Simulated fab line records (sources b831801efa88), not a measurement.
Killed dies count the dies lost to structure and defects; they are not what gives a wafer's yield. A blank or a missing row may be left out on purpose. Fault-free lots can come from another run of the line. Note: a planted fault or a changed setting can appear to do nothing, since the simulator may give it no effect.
Which of the tools did it? / flow sky130 / at 1 step of a route of 708, 12 lots with 36 wafers sampled

WHAT THE GAUGES READ, wafer by wafer
SKY_LDD_HVN_OVL_MEAS_07.
lot=L075; measured=day 21 01:42; on=overlay-01; LDD_HVN_OVL (nm)=0.3 -0.2 0.0
lot=L077; measured=day 22 11:15; on=overlay-01; LDD_HVN_OVL (nm)=-0.3 0.7 0.4
lot=L079; measured=day 23 00:56; on=overlay-01; LDD_HVN_OVL (nm)=-1.6 1.4 -1.8
lot=L081; measured=day 23 19:23; on=overlay-02; LDD_HVN_OVL (nm)=-1.2 0.0 1.0
lot=L083; measured=day 24 12:20; on=overlay-02; LDD_HVN_OVL (nm)=-0.3 1.0 0.4
lot=L085; measured=day 25 11:11; on=overlay-02; LDD_HVN_OVL (nm)=0.2 -0.5 1.2
lot=L087; measured=day 26 04:28; on=overlay-02; LDD_HVN_OVL (nm)=-0.3 0.5 1.6
lot=L089; measured=day 26 18:11; on=overlay-01; LDD_HVN_OVL (nm)=-1.0 2.2 1.2
lot=L091; measured=day 27 21:08; on=overlay-01; LDD_HVN_OVL (nm)=-0.6 0.2 0.3
lot=L092; measured=day 28 07:39; on=overlay-01; LDD_HVN_OVL (nm)=1.5 1.1 0.7
lot=L095; measured=day 29 00:36; on=overlay-02; LDD_HVN_OVL (nm)=1.5 0.3 0.3
lot=L097; measured=day 29 12:38; on=overlay-01; LDD_HVN_OVL (nm)=-1.0 -1.2 -1.8

EACH LOT AND THE TOOL THAT RAN IT (in order: tool; ch and the chambers of the sampled wafers; start)
No process step before these readings appears in the record.

THE ANSWER, worked out from the rows above alone
Rule: usual is defined by the lots themselves. The widest of any qualifying gaps counts: lots, ordered by their means at a reading, are off when they make up no more than a third of the lots, leave a main group of 4 or more, and stand apart from it by 3 or more times the standard deviation of that group's means. If all means in a main group match to the digits the tables above print for the reading, that group is not used. Also off: a lot with no number at a reading for which 4 or more lots have one. All remaining lots with rows at the step are treated as sound.
Nothing can be told from this: no lot is off at any reading shown.

WHAT THE SIMULATOR HAD INSERTED
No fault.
